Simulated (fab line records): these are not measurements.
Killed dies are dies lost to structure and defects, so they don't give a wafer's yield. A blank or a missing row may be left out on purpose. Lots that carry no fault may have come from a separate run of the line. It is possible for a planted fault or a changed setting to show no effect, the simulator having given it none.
Which of the tools did it? + flow sky130 + 13 lots, 37 wafers sampled, at 6 steps of a route of 708

## WHAT EACH GAUGE READ, for each wafer
SKY_SONOS_ONO_THK_MEAS_03. Usual: SONOS_ONO_CVD_02_THK typically reads 10.41 nm, with standard deviation 0.13.
| lot  | measured     | on            | SONOS_ONO_CVD_02_THK (nm) | flag |
|------|--------------|---------------|---------------------------|------|
| L861 | day 11 21:25 | film metro-04 | 10.37 10.38 10.42         |      |
| L864 | day 12 21:32 | film metro-01 | 10.53 10.66 10.56         |      |
| L863 | day 12 21:33 | film metro-03 | 10.41 10.39 10.53         |      |
| L865 | day 13 06:50 | film metro-01 | 10.28 10.13 10.30         |      |
| L866 | day 13 13:00 | film metro-04 | 10.50 10.44               |      |
| L868 | day 14 02:13 | film metro-04 | 10.26 10.26               |      |
| L877 | day 17 11:37 | film metro-04 | 10.44 10.53 10.35         |      |
| L879 | day 18 01:17 | film metro-01 | 10.48 10.42 10.37         |      |
| L878 | day 18 01:17 | film metro-04 | 10.36 10.44 10.43         |      |
| L880 | day 18 10:53 | film metro-01 | 10.55 10.61 10.60         |      |
| L881 | day 18 18:53 | film metro-04 | 10.25 10.18 10.17         |      |
| L882 | day 18 23:23 | film metro-01 | 10.36 10.34 10.26         |      |
| L883 | day 19 07:09 | film metro-04 | 10.52 10.60 10.49         |      |

SKY_CONTACT_THK_MEAS_03. Usual: CONTACT_HDPCVD_THK typically reads 566 nm, with standard deviation 6.7.
| lot  | measured     | on            | CONTACT_HDPCVD_THK (nm) | flag |
|------|--------------|---------------|-------------------------|------|
| L861 | day 30 16:46 | film metro-01 | 556 563 561             |      |
| L864 | day 32 02:07 | film metro-04 | 557 563 562             |      |
| L863 | day 32 00:26 | film metro-03 | 574 566 580             |      |
| L865 | day 32 04:01 | film metro-01 | 554 552 563             |      |
| L866 | day 32 10:44 | film metro-04 | 684 673                 | OFF  |
| L868 | day 32 22:18 | film metro-03 | 567 680                 | OFF  |
| L877 | day 36 01:16 | film metro-03 | 580 569 576             |      |
| L879 | day 36 20:26 | film metro-03 | 569 571 566             |      |
| L878 | day 36 16:01 | film metro-04 | 570 567 569             |      |
| L880 | day 37 01:39 | film metro-01 | 572 573 575             |      |
| L881 | day 37 06:28 | film metro-01 | 560 569 580             |      |
| L882 | day 37 14:36 | film metro-03 | 582 563 569             |      |
| L883 | day 37 18:46 | film metro-01 | 562 573 557             |      |

SKY_CONTACT_BOW_MEAS_05. Usual: CONTACT_BOW typically reads 83 um, with standard deviation 6.7.
| lot  | measured     | on            | CONTACT_BOW (um) | flag |
|------|--------------|---------------|------------------|------|
| L861 | day 30 17:08 | film metro-04 | 76 87 81         |      |
| L864 | day 32 02:29 | film metro-04 | 91 98 92         |      |
| L863 | day 32 00:49 | film metro-01 | 81 82 86         |      |
| L865 | day 32 04:22 | film metro-03 | 84 84 68         |      |
| L866 | day 32 11:08 | film metro-04 | 82 85            |      |
| L868 | day 32 22:40 | film metro-04 | 81 84            |      |
| L877 | day 36 01:38 | film metro-04 | 85 86 77         |      |
| L879 | day 36 20:55 | film metro-01 | 81 74 84         |      |
| L878 | day 36 16:23 | film metro-03 | 80 85 82         |      |
| L880 | day 37 02:01 | film metro-04 | 77 85 76         |      |
| L881 | day 37 06:50 | film metro-03 | 85 94 82         |      |
| L882 | day 37 15:06 | film metro-03 | 80 61 73         |      |
| L883 | day 37 19:31 | film metro-04 | 71 82 83         |      |

SKY_CONTACT_THK_MEAS_26: measures by xrf. Usual: CONTACT_W_THK typically reads 344 nm, with standard deviation 4.2.
| lot  | measured     | on            | CONTACT_W_THK (nm) | flag |
|------|--------------|---------------|--------------------|------|
| L861 | day 31 21:07 | film metro-03 | 335 335 341        |      |
| L864 | day 33 06:50 | film metro-04 | 347 342 348        |      |
| L863 | day 33 04:27 | film metro-03 | 346 350 342        |      |
| L865 | day 33 08:35 | film metro-01 | 347 345 344        |      |
| L866 | day 33 15:07 | film metro-01 | 345 345            |      |
| L868 | day 34 02:07 | film metro-03 | 349 336            |      |
| L877 | day 37 04:23 | film metro-03 | 345 348 347        |      |
| L879 | day 37 23:59 | film metro-01 | 347 335 353        |      |
| L878 | day 37 18:43 | film metro-03 | 346 338 342        |      |
| L880 | day 38 04:50 | film metro-03 | 349 346 342        |      |
| L881 | day 38 09:21 | film metro-01 | 338 346 342        |      |
| L882 | day 38 17:13 | film metro-04 | 338 337 338        |      |
| L883 | day 38 20:53 | film metro-01 | 345 352 341        |      |

## WHICH TOOL RAN EACH LOT (tool, then ch and the chambers of the sampled wafers, then the start)
| lot  | SKY_CONTACT_HDPCVD_02            | SKY_CONTACT_CMP_04            |
|------|----------------------------------|-------------------------------|
| L861 | hdpcvd-02 ch 0,2, day 30 16:41   | cmp-02 ch 0,1,3, day 30 16:55 |
| L864 | hdpcvd-02 ch 1,2, day 32 02:02   | cmp-01 ch 0,1,3, day 32 02:16 |
| L863 | hdpcvd-01 ch 0,1,2, day 32 00:22 | cmp-01 ch 1,2,3, day 32 00:32 |
| L865 | hdpcvd-01 ch 0,2, day 32 03:56   | cmp-02 ch 0,3, day 32 04:07   |
| L866 | hdpcvd-01 ch 1,2, day 32 10:40   | cmp-01 ch 1, day 32 10:49     |
| L868 | hdpcvd-01 ch 0,1, day 32 22:14   | cmp-02 ch 0,3, day 32 22:22   |
| L877 | hdpcvd-01 ch 0,1,2, day 36 01:12 | cmp-02 ch 0,2,3, day 36 01:20 |
| L879 | hdpcvd-02 ch 0,1,2, day 36 20:22 | cmp-02 ch 1,2, day 36 20:37   |
| L878 | hdpcvd-01 ch 1,2, day 36 15:56   | cmp-02 ch 0,2,3, day 36 16:04 |
| L880 | hdpcvd-02 ch 1,2, day 37 01:35   | cmp-02 ch 2,3, day 37 01:43   |
| L881 | hdpcvd-01 ch 0,1,2, day 37 06:22 | cmp-02 ch 0,2,3, day 37 06:36 |
| L882 | hdpcvd-01 ch 0,1, day 37 14:31   | cmp-02 ch 0,2,3, day 37 14:47 |
| L883 | hdpcvd-01 ch 0,1,2, day 37 18:43 | cmp-02 ch 0,2,3, day 37 19:19 |
- SKY_CONTACT_HDPCVD_02: deposits SiO2, target thk 565 nm, time 94.2 s.
- SKY_CONTACT_CMP_04: polishes SiO2.

## WHAT THE TOOLS THEMSELVES READ (means of the sampled wafers that have a number; where no wafer has one, the mark that the record gives instead)
SKY_CONTACT_HDPCVD_02. Usual: 122.0 s for run length s, sd 0.75.
| lot  | tool      | run length s (s) | flag |
|------|-----------|------------------|------|
| L861 | hdpcvd-02 | 121.6            |      |
| L864 | hdpcvd-02 | 122.0            |      |
| L863 | hdpcvd-01 | 121.9            |      |
| L865 | hdpcvd-01 | 122.2            |      |
| L866 | hdpcvd-01 | 142.6            | OFF  |
| L868 | hdpcvd-01 | 131.7            | OFF  |
| L877 | hdpcvd-01 | 122.0            |      |
| L879 | hdpcvd-02 | 121.8            |      |
| L878 | hdpcvd-01 | 122.5            |      |
| L880 | hdpcvd-02 | 121.8            |      |
| L881 | hdpcvd-01 | 121.8            |      |
| L882 | hdpcvd-01 | 121.4            |      |
| L883 | hdpcvd-01 | 121.9            |      |

SKY_CONTACT_CMP_04. Usual: motor current A 10.9 A, standard deviation 1; time to endpoint s 83 s, standard deviation 3.6.
| lot  | tool   | motor current A (A) | time to endpoint s (s) | flag |
|------|--------|---------------------|------------------------|------|
| L861 | cmp-02 | 11.3                | 85                     |      |
| L864 | cmp-01 | 11.6                | 80                     |      |
| L863 | cmp-01 | 11.6                | 84                     |      |
| L865 | cmp-02 | 10.5                | 81                     |      |
| L866 | cmp-01 | 13.1                | 123                    | OFF  |
| L868 | cmp-02 | 10.2                | 104                    | OFF  |
| L877 | cmp-02 | 10.5                | 85                     |      |
| L879 | cmp-02 | 10.5                | 83                     |      |
| L878 | cmp-02 | 10.2                | 87                     |      |
| L880 | cmp-02 | 10.4                | 85                     |      |
| L881 | cmp-02 | 10.5                | 82                     |      |
| L882 | cmp-02 | 10.3                | 84                     |      |
| L883 | cmp-02 | 10.4                | 84                     |      |

## THE ANSWER, worked out from the rows above alone
Rule: take the mean of a lot's wafers that have a number; if it is more than 3 standard deviations from the usual mean, the lot is off. Also off: a lot with no number at a reading for which 4 or more lots have one. The other lots that the step has rows for count as sound. First the gauges in route order, then the tools' own readings, where a lot's mean is used as printed above. At the first step where some lot is off, the reading lying furthest off is the one used; lots without a number count as furthest.
Off: L866, L868, seen at SKY_CONTACT_THK_MEAS_03 (CONTACT_HDPCVD_THK).
A tool fits if, at a process step before that reading, it ran every lot that is off, and no sound lot after the first of them. Not tried: the gauges at SKY_CONTACT_THK_MEAS_03; whatever is off there is also off at SKY_CONTACT_HDPCVD_02, on other tools, and gauge error can't account for it. Of those tried, none fits.

## WHAT THE SIMULATOR HAD PUT IN
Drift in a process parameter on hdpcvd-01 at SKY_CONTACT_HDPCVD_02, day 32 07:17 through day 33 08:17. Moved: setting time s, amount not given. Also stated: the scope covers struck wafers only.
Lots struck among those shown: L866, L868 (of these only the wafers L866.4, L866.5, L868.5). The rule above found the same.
